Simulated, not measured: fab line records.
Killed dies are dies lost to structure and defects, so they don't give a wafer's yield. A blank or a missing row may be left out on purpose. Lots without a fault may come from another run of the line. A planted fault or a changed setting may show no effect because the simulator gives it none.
fab line records	flow sky130
record: lots: 6	wafers: 18	last-day: 50
route steps=708 shown SONOS_ONO@172 GATE_OXIDE@187 POLY_GATE@204 RES_PROTECT@206 SALICIDE@361 PAD_OPEN@708
lots untouched by any fault: they come from a run of this same line in which no faults occurred
start-h: the number of hours between the record's first day and the start of the first shown wafer of the lot	wait-h: hours since the lot's step before	" the same as in the row above	L1.1+2: several wafers, shown together as one row	- value missing, or start not given	* or withheld: withheld	< > ~ a bound
route shown NAME@n: names a module that has steps shown in the file, with the first one's number in the route	usual: mean and standard deviation over wafers with no fault	same: alike in all rows	chamber/n: place in a boat	sites: per-site readings	_std_site: their standard deviation	_edge_site: inner sites' mean taken away from outer sites' mean	radius-mm: how far each site lies from the wafer's centre	mask NAME#n: copy n	behind: the most recent tool/chamber to have shaped the wafer	hold: reason for holding the lot/hours on hold/outcome of the hold	device: names the non-switching transistor (n, p or np)	end of line: tests run on the same wafers once the route is complete	a step given without rows: its recipe and nothing more	killed: dies lost to structure and defects at the first sort, not the wafer's yield	map: a wafer's dies, marking killed ones x, the rest . and places with no die _
set.NAME: the run value of the setting; set.NAME@STEP: its run value at that earlier step	model.NAME: the simulator's own value behind a step, which no gauge read
a table for each step, a row for each wafer; lots at some steps of the route
services: from which hour (start-h, from the record's first day; less than 0 if before it) a tool's chamber was out of use, for how many hours, and why
== steps ==
step: SKY_SONOS_ONO_CVD_04
recipe: material: SiO2	precursor: SiH4/N2O	target-thk-nm: 5.7199	temp-c: 900	pressure-mtorr: 400
step: SKY_SONOS_ONO_THK_MEAS_05
recipe: reads: SiO2_of_SONOS_ONO_CVD_04
usual: SONOS_ONO_CVD_04_THK: 5.66/0.11
lot.wafer	tool	chamber	start-h	wait-h	SONOS_ONO_CVD_04_THK[nm]
L571.1	film-metro-03	-	257.26	0.0	5.73
L571.3	"	-	"	"	5.81
L571.5	"	-	"	"	5.79
L577.1	film-metro-04	-	307.61	0.0	5.78
L577.3	"	-	"	"	5.74
L577.4	"	-	"	"	5.73
L588.1	film-metro-03	-	391.95	0.0	5.83
L588.2	"	-	"	"	5.93
L588.4	"	-	"	"	5.85
L590.3	film-metro-04	-	412.36	0.0	5.58
L590.5	"	-	"	"	5.65
L590.6	"	-	"	"	5.66
L592.1	film-metro-04	-	440.18	0.0	5.72
L592.3	"	-	"	"	5.61
L592.4	"	-	"	"	5.63
L593.2	film-metro-03	-	440.19	0.0	5.55
L593.3	"	-	"	"	5.79
L593.6	"	-	"	"	5.68
step: SKY_SONOS_ONO_DEHYDRATE_06
recipe: temp-c: 200	time-s: 60
step: SKY_SONOS_ONO_HMDS_07
recipe: prime-time-s: 60	prime-temp-c: 120
step: SKY_SONOS_ONO_COAT_08
recipe: resist: NOVOLAK	spin-rpm: 3000	resist-thk-nm: 1140
step: SKY_SONOS_ONO_SOFTBAKE_09
recipe: temp-c: 90	time-s: 60	resist: NOVOLAK
step: SKY_SONOS_ONO_EXPOSE_10
recipe: mask-id: ONOM	target-cd-nm: 410	na: 0.6	source-shape: conventional	sigma-outer: 0.6	dose-mj: 150
step: SKY_SONOS_ONO_PEB_11
recipe: temp-c: withheld	time-s: *	resist: NOVOLAK
step: SKY_SONOS_ONO_DEVELOP_12
recipe: develop-time-s: 60	dev-temp-c: 23
step: SKY_SONOS_ONO_CD_MEAS_13
recipe: target-cd-nm: 410
usual: cd-nm: 410.6/2.8
lot.wafer	tool	chamber	start-h	wait-h	cd-nm
L571.1	cd-sem-02	-	280.87	0.1	409.2
L571.3	"	-	"	"	409.0
L571.5	"	-	"	"	410.8
L577.1	cd-sem-02	-	333.77	0.1	412.5
L577.3	"	-	"	"	413.0
L577.4	"	-	"	"	414.0
L588.1	cd-sem-02	-	421.52	0.1	408.3
L588.2	"	-	"	"	410.9
L588.4	"	-	"	"	407.3
L590.3	cd-sem-01	-	442.43	0.1	406.6
L590.5	"	-	"	"	410.2
L590.6	"	-	"	"	409.1
L592.1	cd-sem-01	-	470.84	0.1	415.6
L592.3	"	-	"	"	414.5
L592.4	"	-	"	"	413.2
L593.2	cd-sem-01	-	471.39	0.1	413.7
L593.3	"	-	"	"	413.4
L593.6	"	-	"	"	413.7
step: SKY_SONOS_ONO_OVL_MEAS_14
usual: SONOS_ONO_OVL: 0.5/1.5
lot.wafer	tool	chamber	start-h	wait-h	SONOS_ONO_OVL[nm]
L571.1	overlay-02	-	280.99	0.1	-0.9
L571.3	"	-	"	"	-0.7
L571.5	"	-	"	"	-0.5
L577.1	overlay-02	-	333.89	0.1	-0.2
L577.3	"	-	"	"	0.8
L577.4	"	-	"	"	0.4
L588.1	overlay-02	-	421.64	0.1	0.5
L588.2	"	-	"	"	-0.2
L588.4	"	-	"	"	1.0
L590.3	overlay-01	-	442.52	0.1	1.1
L590.5	"	-	"	"	3.8
L590.6	"	-	"	"	-0.6
L592.1	overlay-02	-	470.96	0.1	-2.0
L592.3	"	-	"	"	-1.5
L592.4	"	-	"	"	-0.2
L593.2	overlay-02	-	471.50	0.1	1.5
L593.3	"	-	"	"	0.3
L593.6	"	-	"	"	3.3
step: SKY_SONOS_ONO_ETCH_15
recipe: target-depth-nm: 19.52	chemistry: CHF3/O2	source-w: 600	bias-w: 200	pressure-mtorr: 40	chf3-flow-sccm: 50	O2_flow_sccm: 5	time-s: 7.8
usual: drypump-motor-current-A: 5.7/0.33	oes-product-au: 0.996/0.0096	throttle-valve-pct: 8.825/0.0092
lot.wafer	tool	chamber	start-h	wait-h	drypump-motor-current-A	oes-product-au	rf-hours-counter-h	throttle-valve-pct
L571.1	rie-diel-03	2	281.03	0.0	5.7	0.996	70	8.815
L571.3	"	0	"	"	6.0	0.994	50	8.831
L571.5	"	3	"	"	5.8	1.004	-	8.822
L577.1	rie-diel-01	1	333.93	0.0	5.5	0.987	5	8.838
L577.3	"	3	"	"	5.4	0.980	7	8.814
L577.4	"	2	"	"	5.6	0.999	119	8.824
L588.1	rie-diel-03	2	421.68	0.0	5.7	0.998	72	8.813
L588.2	"	3	"	"	5.8	1.001	5	8.843
L588.4	"	0	"	"	6.0	0.986	-	8.824
L590.3	rie-diel-01	3	442.55	0.0	5.5	0.989	9	8.821
L590.5	"	0	"	"	5.3	0.994	-	8.829
L590.6	"	1	"	"	5.5	0.998	-	8.811
L592.1	rie-diel-01	3	471.00	0.0	5.5	0.997	10	8.824
L592.3	"	2	"	"	5.6	1.008	2	8.837
L592.4	"	0	"	"	5.3	1.010	6	8.810
L593.2	rie-diel-03	2	471.53	0.0	5.7	0.990	73	8.829
L593.3	"	3	"	"	5.8	0.992	6	8.833
L593.6	"	3	"	"	5.7	1.008	-	8.824
step: SKY_SONOS_ONO_WET_ETCH_16
recipe: chemistry: dHF	target-depth-nm: 14	dry: n2-spin	target: SiO2	dilution: 100:1	temp-c: 25	time-s: 280
usual: bath-heat-duty-pct: 6.3/0.87	run-length-s: 309/3.5
lot.wafer	tool	chamber	start-h	wait-h	bath-heat-duty-pct	run-length-s	model.SiO2_of_FIELD_ISO_CVD_24.thk-nm
L571.1	wet-bench-03	2	281.05	0.0	5.3	313	385
L571.3	"	2	"	"	6.9	313	384.8
L571.5	"	2	"	"	5.8	313	385.5
L577.1	wet-bench-02	1	333.95	0.0	5.2	313	384.6
L577.3	"	1	"	"	6.7	313	384.1
L577.4	"	1	"	"	5.2	313	384.4
L588.1	wet-bench-03	1	421.70	0.0	5.4	136	393.8
L588.2	"	1	"	"	4.8	136	393.6
L588.4	"	1	"	"	5.6	136	393.1
L590.3	wet-bench-03	3	442.57	0.0	8.2	129	393.9
L590.5	"	3	"	"	7.7	129	393.9
L590.6	"	3	"	"	7.1	129	393.4
L592.1	wet-bench-02	0	471.02	0.0	6.3	305	383.7
L592.3	"	0	"	"	5.6	305	383.2
L592.4	"	0	"	"	5.5	305	384.9
L593.2	wet-bench-02	1	471.55	0.0	6.5	306	384.2
L593.3	"	1	"	"	6.0	306	384.4
L593.6	"	1	"	"	5.7	306	383.8
step: SKY_SONOS_ONO_STRIP_17
recipe: chemistry: O2/N2	power-w: 1400	pressure-mtorr: 1500	platen-temp-c: withheld	o2-flow-sccm: 3000	n2-flow-sccm: 300	overash-fraction: 0.5
usual: drypump-motor-current-A: 5.5/0.55	oes-product-au: 0.709/0.004	strip-time-to-endpoint-s: 14.10/0.047
lot.wafer	tool	chamber	start-h	wait-h	drypump-motor-current-A	oes-product-au	rf-hours-counter-h	strip-time-to-endpoint-s
L571.1	plasma-asher-04	0	281.14	0.0	4.7	0.704	59	14.03
L571.3	"	1	"	"	5.8	0.711	-	14.06
L571.5	"	1	"	"	5.8	0.710	-	14.10
L577.1	plasma-asher-02	1	334.04	0.0	6.0	0.707	23	14.19
L577.3	"	0	"	"	6.4	0.702	-	14.12
L577.4	"	1	"	"	6.0	0.711	-	14.13
L588.1	plasma-asher-01	1	421.79	0.0	5.0	0.709	63	14.14
L588.2	"	0	"	"	5.7	0.708	63	14.15
L588.4	"	0	"	"	5.7	0.710	-	14.15
L590.3	plasma-asher-01	1	442.69	0.1	5.0	0.710	-	14.14
L590.5	"	0	"	"	5.7	0.710	-	14.10
L590.6	"	1	"	"	5.0	0.716	-	14.14
L592.1	plasma-asher-02	1	471.10	0.0	6.0	0.709	30	13.98
L592.3	"	1	"	"	6.0	0.708	-	14.02
L592.4	"	0	"	"	6.4	0.708	-	13.98
L593.2	plasma-asher-04	1	471.63	0.0	5.8	0.716	4	14.14
L593.3	"	0	"	"	4.7	0.710	-	14.11
L593.6	"	0	"	"	4.7	0.710	-	14.10
step: SKY_SONOS_ONO_WET_ETCH_18
recipe: chemistry: H3PO4	target-depth-nm: 15	target: Si3N4	temp-c: 160	time-s: 172
step: SKY_GATE_OXIDE_CLEAN_00
recipe: chemistry: SC1/SC2	mix: 1:4:20	temp-c: 70	time-s: 150	dry: n2-spin
step: SKY_GATE_OXIDE_OXIDATION_01
recipe: temp-c: 900	ambient: O2	stabilise-s: 600	purge-s: 300	target-thk-a: 102.68	ox-time-s: 1473
step: SKY_GATE_OXIDE_THK_MEAS_02
recipe: reads: SiO2_of_GATE_OXIDE_OXIDATION_01
usual: GATE_OXIDE_OXIDATION_00_THK: 10.25/0.18
lot.wafer	tool	chamber	start-h	wait-h	GATE_OXIDE_OXIDATION_00_THK[nm]
L571.1	film-metro-02	-	285.06	0.0	10.19
L571.3	"	-	"	"	9.98
L571.5	"	-	"	"	10.16
L577.1	film-metro-03	-	337.59	0.0	10.47
L577.3	"	-	"	"	10.32
L577.4	"	-	"	"	10.69
L588.1	film-metro-03	-	424.76	0.0	10.21
L588.2	"	-	"	"	10.29
L588.4	"	-	"	"	10.13
L590.3	film-metro-01	-	444.29	0.0	10.58
L590.5	"	-	"	"	10.56
L590.6	"	-	"	"	10.63
L592.1	film-metro-03	-	472.72	0.0	10.28
L592.3	"	-	"	"	10.28
L592.4	"	-	"	"	10.34
L593.2	film-metro-01	-	474.01	0.0	10.24
L593.3	"	-	"	"	10.34
L593.6	"	-	"	"	10.39
step: SKY_GATE_OXIDE_DEHYDRATE_03
recipe: temp-c: 200	time-s: 60
step: SKY_GATE_OXIDE_HMDS_04
recipe: prime-time-s: 60	prime-temp-c: 120
step: SKY_GATE_OXIDE_COAT_05
recipe: resist: NOVOLAK	spin-rpm: 3000	resist-thk-nm: 1140
step: SKY_GATE_OXIDE_SOFTBAKE_06
recipe: temp-c: 90	time-s: 60	resist: NOVOLAK
step: SKY_GATE_OXIDE_EXPOSE_07
recipe: mask-id: LVOM	na: 0.6	source-shape: conventional	sigma-outer: 0.6	polarization: unpolarized	target-cd-nm: 600	dose-mj: 170
step: SKY_GATE_OXIDE_PEB_08
recipe: temp-c: withheld	time-s: *	resist: NOVOLAK
step: SKY_GATE_OXIDE_DEVELOP_09
recipe: resist: NOVOLAK	developer: TMAH	develop-time-s: 60	dev-temp-c: 23
step: SKY_GATE_OXIDE_OVL_MEAS_10
usual: GATE_OXIDE_OVL: -0.7/1.2
lot.wafer	tool	chamber	start-h	wait-h	GATE_OXIDE_OVL[nm]
L571.1	overlay-02	-	309.60	0.1	-3.3
L571.3	"	-	"	"	-0.2
L571.5	"	-	"	"	-0.7
L577.1	overlay-01	-	365.01	0.1	0.7
L577.3	"	-	"	"	0.8
L577.4	"	-	"	"	-0.8
L588.1	overlay-01	-	454.87	0.1	0.6
L588.2	"	-	"	"	1.1
L588.4	"	-	"	"	-1.6
L590.3	overlay-01	-	474.83	0.1	-0.4
L590.5	"	-	"	"	0.6
L590.6	"	-	"	"	0.3
L592.1	overlay-02	-	502.66	0.1	-2.5
L592.3	"	-	"	"	-1.1
L592.4	"	-	"	"	-2.1
L593.2	overlay-01	-	504.60	0.1	0.6
L593.3	"	-	"	"	-0.6
L593.6	"	-	"	"	-1.1
step: SKY_GATE_OXIDE_IMPLANT_11
recipe: species: B	energy-kev: 10	dose-cm2: 2.6e+12	tilt-deg: withheld
step: SKY_GATE_OXIDE_WET_ETCH_12
recipe: chemistry: dHF	target-depth-nm: 16.8	dry: n2-spin	target: SiO2	dilution: 100:1	temp-c: 25	time-s: 336
step: SKY_GATE_OXIDE_STRIP_13
recipe: chemistry: O2/N2	power-w: 1400	pressure-mtorr: 1500	platen-temp-c: withheld	o2-flow-sccm: 3000	n2-flow-sccm: 300	overash-fraction: 0.5
usual: drypump-motor-current-A: 5.3/0.33	oes-product-au: 0.716/0.0042	strip-time-to-endpoint-s: 14.18/0.046
lot.wafer	tool	chamber	start-h	wait-h	drypump-motor-current-A	oes-product-au	rf-hours-counter-h	strip-time-to-endpoint-s
L571.1	plasma-asher-03	0	309.89	0.0	5.4	0.719	57	14.18
L571.3	"	0	"	"	5.4	0.716	-	14.16
L571.5	"	0	"	"	5.4	0.712	-	14.20
L577.1	plasma-asher-01	1	365.31	0.0	5.0	0.715	57	14.24
L577.3	"	0	"	"	5.7	0.718	-	14.22
L577.4	"	1	"	"	5.0	0.716	-	14.22
L588.1	plasma-asher-04	0	455.16	0.0	4.7	0.721	2	14.14
L588.2	"	1	"	"	5.8	0.721	2	14.18
L588.4	"	1	"	"	5.8	0.721	-	14.16
L590.3	plasma-asher-01	1	475.14	0.0	5.0	0.712	-	14.12
L590.5	"	0	"	"	5.7	0.710	-	14.12
L590.6	"	1	"	"	5.0	0.710	-	14.16
L592.1	plasma-asher-04	1	502.95	0.0	5.8	0.717	7	14.17
L592.3	"	1	"	"	5.8	0.717	-	14.21
L592.4	"	0	"	"	4.7	0.714	-	14.19
L593.2	plasma-asher-03	1	504.89	0.0	5.3	0.723	79	14.10
L593.3	"	1	"	"	5.3	0.717	-	14.11
L593.6	"	0	"	"	5.4	0.717	-	14.11
step: SKY_GATE_OXIDE_TW_MEAS_14
usual: GATE_OXIDE_TW: 225.5/2.4
lot.wafer	tool	chamber	start-h	wait-h	GATE_OXIDE_TW
L571.1	film-metro-01	-	309.99	0.1	227.3
L571.3	"	-	"	"	227.2
L571.5	"	-	"	"	228.5
L577.1	film-metro-01	-	365.41	0.1	227.0
L577.3	"	-	"	"	227.6
L577.4	"	-	"	"	228.6
L588.1	film-metro-02	-	455.26	0.1	223.8
L588.2	"	-	"	"	224.0
L588.4	"	-	"	"	225.0
L590.3	film-metro-02	-	475.23	0.1	225.3
L590.5	"	-	"	"	223.8
L590.6	"	-	"	"	222.7
L592.1	film-metro-01	-	503.05	0.1	227.1
L592.3	"	-	"	"	228.4
L592.4	"	-	"	"	228.5
L593.2	film-metro-01	-	505.00	0.1	229.9
L593.3	"	-	"	"	229.8
L593.6	"	-	"	"	229.7
step: SKY_GATE_OXIDE_CLEAN_15
recipe: chemistry: SC1/SC2	mix: 1:4:20	temp-c: 70	time-s: 150	dry: n2-spin
step: SKY_GATE_OXIDE_OXIDATION_16
recipe: temp-c: 800	ambient: O2	idle-temp-c: 700	ramp-up-c-per-min: 10	ramp-down-c-per-min: 3	stabilise-s: 600	purge-s: 300	target-thk-a: 35.7	ox-time-s: 1915
step: SKY_POLY_GATE_CVD_00
recipe: material: poly-Si	target-thk-nm: 180	temp-c: 620	time-s: 720	pressure-mtorr: 200
step: SKY_POLY_GATE_THK_MEAS_01
recipe: reads: poly-Si_of_POLY_GATE_CVD_00
usual: POLY_GATE_CVD_00_THK: 180.2/1.7
lot.wafer	tool	chamber	start-h	wait-h	POLY_GATE_CVD_00_THK[nm]
L571.1	film-metro-02	-	312.83	0.0	182.5
L571.3	"	-	"	"	181.3
L571.5	"	-	"	"	181.0
L577.1	film-metro-04	-	369.36	0.0	179.3
L577.3	"	-	"	"	179.4
L577.4	"	-	"	"	181.0
L588.1	film-metro-01	-	458.10	0.0	178.4
L588.2	"	-	"	"	178.4
L588.4	"	-	"	"	178.7
L590.3	film-metro-04	-	478.08	0.0	181.1
L590.5	"	-	"	"	181.1
L590.6	"	-	"	"	179.9
L592.1	film-metro-04	-	506.84	0.0	179.5
L592.3	"	-	"	"	180.1
L592.4	"	-	"	"	179.6
L593.2	film-metro-01	-	508.65	0.0	178.7
L593.3	"	-	"	"	178.4
L593.6	"	-	"	"	180.1
step: SKY_RES_PROTECT_DEHYDRATE_00
recipe: temp-c: 200	time-s: 60
step: SKY_RES_PROTECT_HMDS_01
recipe: prime-time-s: 60	prime-temp-c: 120
step: SKY_RES_PROTECT_COAT_02
recipe: resist: NOVOLAK	spin-rpm: 3000	resist-thk-nm: 1140
step: SKY_RES_PROTECT_SOFTBAKE_03
recipe: temp-c: 90	time-s: 60	resist: NOVOLAK
step: SKY_RES_PROTECT_EXPOSE_04
recipe: mask-id: RPM	na: 0.6	source-shape: conventional	sigma-outer: 0.6	polarization: unpolarized	target-cd-nm: 1270	dose-mj: 131
step: SKY_RES_PROTECT_PEB_05
recipe: temp-c: withheld	time-s: *	resist: NOVOLAK
step: SKY_RES_PROTECT_DEVELOP_06
recipe: resist: NOVOLAK	developer: TMAH	develop-time-s: 60	dev-temp-c: 23
step: SKY_POLY_GATE_IMPLANT_02
recipe: species: P	energy-kev: 30	dose-cm2: 7.7e+15	tilt-deg: 0
step: SKY_SALICIDE_CLEAN_00
recipe: chemistry: HF-last	time-s: 30	dilution: 100:1	dry: ipa-marangoni
lot.wafer	tool	chamber	start-h	wait-h	model.SiO2_of_FIELD_ISO_CVD_24.thk-nm
L571.1	wet-bench-01	1	644.64	0.1	359.5
L571.3	"	1	"	"	359.4
L571.5	"	1	"	"	360.2
L577.1	wet-bench-03	1	705.72	0.1	359.2
L577.3	"	1	"	"	358.9
L577.4	"	1	"	"	359.1
L588.1	wet-bench-01	0	782.06	0.1	368.4
L588.2	"	0	"	"	368.1
L588.4	"	0	"	"	367.8
L590.3	wet-bench-04	1	797.82	0.1	368.5
L590.5	"	1	"	"	368.6
L590.6	"	1	"	"	368.2
L593.2	wet-bench-03	0	827.44	0.1	358.5
L593.3	"	0	"	"	358.8
L593.6	"	0	"	"	358.3
L592.1	wet-bench-01	2	827.74	0.1	358.5
L592.3	"	2	"	"	357.9
L592.4	"	2	"	"	359.7
step: SKY_PAD_OPEN_PROBE_99
usual: killed_at_M0_to_M3: 44/6.9	killed_at_M4_up: 3.0/1.5	killed-at-contacts: 24/5.2	killed-at-front-end: 15/4.1	killed-at-other: 0.4/0.62	killed-dies: 87/9.6	killed-open: 47/7	killed-short: 40/6.2
same: gross-dies: 492	killed-at-back-side: 0
lot.wafer	tool	chamber	start-h	wait-h	killed_at_M0_to_M3	killed_at_M4_up	killed-at-contacts	killed-at-front-end	killed-at-other	killed-dies	killed-open	killed-short	model.etest.cap-li-to-poly.c-af-um2	model.etest.field-n.vt-v	model.etest.sram-nfet-pass.off-log10-a-um	model.etest.sram-nfet-pass.vt-sat-v	model.etest.sram-nfet-pass.vt-v	model.etest.pfet_01v8_lvt.vt-sat-v	model.etest.pfet_16v.vt-v	model.etest.pfet_01v8_lvt.vt-v
L571.1	prober-02	-	1069.62	0.1	56	3	26	21	1	107	57	49	101	35.91	-12.65	0.5699	0.6633	-0.4359	-1.087	-0.5295
L571.3	prober-02	-	1069.72	0.2	50	1	19	14	1	85	51	33	99.81	36.26	-12.91	0.5892	0.6812	-0.4406	-1.094	-0.5334
L571.5	prober-02	-	1069.82	0.2	47	4	21	25	0	97	50	45	99.27	35.88	-12.74	0.5732	0.669	-0.4428	-1.094	-0.5322
L577.1	prober-02	-	1115.96	0.1	39	3	21	13	0	76	35	41	102.3	35.65	-12.95	0.5947	0.6862	-0.4289	-1.082	-0.5195
L577.3	prober-02	-	1116.06	0.2	53	2	19	11	0	85	51	34	97.85	36.18	-12.67	0.5646	0.663	-0.4163	-1.085	-0.5113
L577.4	prober-02	-	1116.11	0.2	36	1	24	11	0	72	29	43	99.35	36.22	-12.8	0.5877	0.6869	-0.4274	-1.083	-0.5217
L588.1	prober-02	-	1165.69	0.1	37	3	13	14	0	67	34	33	104.2	36.29	-13.27	0.6179	0.7214	-0.4693	-1.12	-0.5569
L588.2	prober-02	-	1165.74	0.1	50	3	16	9	0	78	45	33	101.5	36.66	-13.36	0.6308	0.7298	-0.4732	-1.134	-0.5603
L588.4	prober-02	-	1165.84	0.2	46	4	17	11	1	79	43	36	100.3	37.26	-13.43	0.6301	0.7338	-0.4654	-1.133	-0.5544
L590.3	prober-02	-	1177.44	0.2	51	5	13	9	0	78	42	35	99.7	36.2	-12.91	0.5926	0.6942	-0.4722	-1.139	-0.5586
L590.5	prober-02	-	1177.54	0.2	42	2	21	13	0	78	38	38	102.9	36.15	-13.36	0.6341	0.735	-0.4803	-1.145	-0.5674
L590.6	prober-02	-	1177.59	0.2	48	1	22	14	0	85	46	38	103.2	35.71	-12.84	0.5651	0.6687	-0.4778	-1.155	-0.566
L593.2	prober-01	-	1196.19	0.1	57	2	22	13	0	94	53	40	95.63	35.84	-12.48	0.5495	0.6452	-0.4536	-1.1	-0.5435
L593.3	prober-01	-	1196.24	0.2	43	0	33	10	1	87	50	36	96.8	36.35	-12.82	0.5826	0.6808	-0.4667	-1.11	-0.5519
L593.6	prober-01	-	1196.39	0.2	42	1	23	10	0	76	45	31	97.13	36.01	-12.8	0.5835	0.6835	-0.4642	-1.103	-0.5512
L592.1	prober-02	-	1196.99	0.1	46	1	24	15	1	87	51	35	102.8	36.38	-12.65	0.5492	0.6489	-0.4774	-1.121	-0.5627
L592.3	prober-02	-	1197.09	0.2	41	2	22	18	0	83	43	40	98.54	35.56	-12.69	0.5634	0.6596	-0.4711	-1.109	-0.5565
L592.4	prober-02	-	1197.14	0.2	31	5	18	25	1	80	45	35	99.37	36.43	-12.76	0.5618	0.6598	-0.4722	-1.123	-0.561
killed by level:class
L571.1 VIA1:geometric-particle:open=13 VIA2:geometric-particle:open=11 LOCAL_INTERCONNECT:geometric-particle:short=9 CONTACT:geometric-particle:open=9 METAL2:geometric-particle:short=8 METAL3:geometric-particle:short=5 FIELD_ISO:geometric-particle:open=4 POLY_GATE:geometric-particle:short=4
L571.3 VIA1:geometric-particle:open=11 VIA2:geometric-particle:open=11 METAL1:geometric-particle:short=7 CONTACT:geometric-particle:open=6 VIA3:geometric-particle:open=6 LI_CONTACT:geometric-particle:open=5 LOCAL_INTERCONNECT:geometric-particle:short=5 VIA3:geometric-particle:short=5
L571.5 VIA1:geometric-particle:open=11 VIA3:geometric-particle:open=7 FIELD_ISO:geometric-particle:short=6 LI_CONTACT:geometric-particle:open=6 CONTACT:geometric-particle:short=6 METAL1:geometric-particle:short=6 VIA2:geometric-particle:open=6 CONTACT:geometric-particle:open=5
L577.1 METAL1:geometric-particle:short=7 METAL2:geometric-particle:short=6 CONTACT:geometric-particle:open=5 CONTACT:geometric-particle:short=5 VIA3:geometric-particle:open=5 LI_CONTACT:geometric-particle:short=4 VIA2:geometric-particle:short=4 VIA1:geometric-particle:open=4
L577.3 VIA1:geometric-particle:open=10 CONTACT:geometric-particle:open=8 VIA3:geometric-particle:open=8 VIA2:geometric-particle:open=7 POLY_GATE:geometric-particle:open=5 METAL1:geometric-particle:short=5 VIA1:geometric-particle:short=5 METAL3:geometric-particle:short=4
L577.4 METAL1:geometric-particle:short=7 VIA1:geometric-particle:open=7 LI_CONTACT:geometric-particle:open=6 LI_CONTACT:geometric-particle:short=6 VIA2:geometric-particle:short=6 VIA1:geometric-particle:short=5 CONTACT:geometric-particle:open=5 CONTACT:geometric-particle:short=4
L588.1 VIA3:geometric-particle:open=8 POLY_GATE:geometric-particle:short=5 METAL1:geometric-particle:short=5 VIA1:geometric-particle:open=5 METAL2:geometric-particle:short=5 LI_CONTACT:geometric-particle:open=4 CONTACT:geometric-particle:open=4 VIA2:geometric-particle:open=4
L588.2 VIA1:geometric-particle:open=11 VIA2:geometric-particle:open=11 CONTACT:geometric-particle:open=9 METAL1:geometric-particle:short=9 METAL2:geometric-particle:short=5 VIA2:geometric-particle:short=5 FIELD_ISO:geometric-particle:open=3 CONTACT:geometric-particle:short=3
L588.4 VIA2:geometric-particle:open=8 VIA1:geometric-particle:open=8 LI_CONTACT:geometric-particle:open=7 METAL1:geometric-particle:short=7 VIA1:geometric-particle:short=7 VIA3:geometric-particle:open=5 FIELD_ISO:geometric-particle:open=4 CONTACT:geometric-particle:open=4
L590.3 VIA1:geometric-particle:open=17 CONTACT:geometric-particle:open=6 METAL2:geometric-particle:short=5 METAL1:geometric-particle:short=5 VIA3:geometric-particle:short=5 VIA2:geometric-particle:open=4 VIA2:geometric-particle:short=4 METAL4:geometric-particle:short=4
L590.5 CONTACT:geometric-particle:open=9 VIA3:geometric-particle:open=7 VIA1:geometric-particle:open=6 METAL2:geometric-particle:short=6 VIA2:geometric-particle:short=6 VIA2:geometric-particle:open=5 FIELD_ISO:geometric-particle:short=4 POLY_GATE:geometric-particle:short=4
L590.6 VIA1:geometric-particle:open=11 METAL2:geometric-particle:short=9 LI_CONTACT:geometric-particle:open=8 METAL1:geometric-particle:short=7 VIA3:geometric-particle:open=6 VIA2:geometric-particle:open=6 CONTACT:geometric-particle:open=5 VIA3:geometric-particle:short=5
L593.2 VIA1:geometric-particle:open=17 VIA3:geometric-particle:open=9 CONTACT:geometric-particle:open=8 METAL1:geometric-particle:short=8 VIA2:geometric-particle:open=7 VIA2:geometric-particle:short=6 METAL2:geometric-particle:short=5 LI_CONTACT:geometric-particle:open=5
L593.3 VIA1:geometric-particle:open=12 CONTACT:geometric-particle:open=10 LI_CONTACT:geometric-particle:open=6 VIA3:geometric-particle:open=6 LOCAL_INTERCONNECT:geometric-particle:short=6 CONTACT:geometric-particle:short=5 LI_CONTACT:geometric-particle:short=4 METAL3:geometric-particle:short=4
L593.6 VIA1:geometric-particle:open=9 LI_CONTACT:geometric-particle:open=7 CONTACT:geometric-particle:open=7 VIA2:geometric-particle:open=6 VIA3:geometric-particle:open=6 METAL1:geometric-particle:short=5 METAL3:geometric-particle:short=5 CONTACT:geometric-particle:short=4
L592.1 CONTACT:geometric-particle:open=10 VIA1:geometric-particle:open=9 VIA3:geometric-particle:open=9 METAL2:geometric-particle:short=7 CONTACT:geometric-particle:short=6 VIA2:geometric-particle:open=6 FIELD_ISO:geometric-particle:open=5 METAL1:geometric-particle:short=4
L592.3 VIA1:geometric-particle:open=8 LI_CONTACT:geometric-particle:open=7 FIELD_ISO:geometric-particle:short=6 CONTACT:geometric-particle:open=6 VIA2:geometric-particle:open=6 CONTACT:geometric-particle:short=4 VIA3:geometric-particle:open=4 METAL1:geometric-particle:short=4
L592.4 VIA1:geometric-particle:open=10 VIA3:geometric-particle:open=8 POLY_GATE:geometric-particle:open=7 FIELD_ISO:geometric-particle:short=6 POLY_GATE:geometric-particle:short=5 LI_CONTACT:geometric-particle:open=5 CONTACT:geometric-particle:open=5 METAL4:geometric-particle:short=5
== services ==
tool	chamber	start-h	hours	kind
wet-bench-01	-	262.30	1.9	pm
rie-diel-03	0	271.09	4.9	repair
rie-diel-03	1	283.00	4.9	repair
rie-diel-03	2	286.14	8.9	repair
rie-diel-01	0	304.37	6.3	repair
wet-bench-01	-	310.32	6.9	repair
rie-diel-01	-	356.35	14.6	pm
rie-diel-03	1	378.94	8.9	repair
rie-diel-03	3	383.13	14.5	repair
plasma-asher-04	-	421.25	9.0	pm
plasma-asher-01	-	423.20	2.0	repair
rie-diel-03	3	434.94	4.7	repair
plasma-asher-04	-	436.05	9.4	repair
rie-diel-01	2	440.83	19.7	repair
rie-diel-01	-	449.70	3.3	repair
plasma-asher-01	-	454.53	1.9	repair
plasma-asher-04	-	461.21	0.4	repair
plasma-asher-04	-	475.84	2.6	repair
wet-bench-03	-	557.66	1.6	repair
plasma-asher-01	-	591.89	2.8	pm
wet-bench-03	-	608.38	1.1	repair
plasma-asher-04	-	729.30	8.3	repair
plasma-asher-01	-	819.21	1.2	repair
plasma-asher-01	-	822.79	4.0	pm
== key ==
first-sign: step: SKY_SONOS_ONO_WET_ETCH_16	reading: run-length-s	direction: down	sigmas: 51	usual: *	struck: *
effect none on later readings
model-effect: step: SKY_SONOS_ONO_WET_ETCH_16	value: SiO2_of_FIELD_ISO_CVD_24.thk-nm	without: 383.8	struck: 393.6
model-effect: step: SKY_SALICIDE_CLEAN_00	value: SiO2_of_FIELD_ISO_CVD_24.thk-nm	without: 358.5	struck: 368.3
model-effect: step: SKY_PAD_OPEN_PROBE_99	value: etest.cap-li-to-poly.c-af-um2	without: 99.2	struck: 102
met-at SKY_SONOS_ONO_WET_ETCH_16
struck-wafers L588.1,L588.2,L588.4,L590.3,L590.5,L590.6
tester-left-out L588,L590
onset-between 281.05 421.70
fault: kind: process-parameter-drift	tool: wet-bench-03	chamber: -	onset-h: 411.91	steps: SKY_SONOS_ONO_WET_ETCH_16	channel: time-s	offset: *	shape: step	end-h: 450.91	acts-in: *	stated: *
tester-left-out: of these lots the tester's yield and bins aren't shown, on N5 and GAA mostly nor the transistor test; their killed dies are dies lost to structure and defects alone, not to doping, threshold or leakage, so they don't give the yield
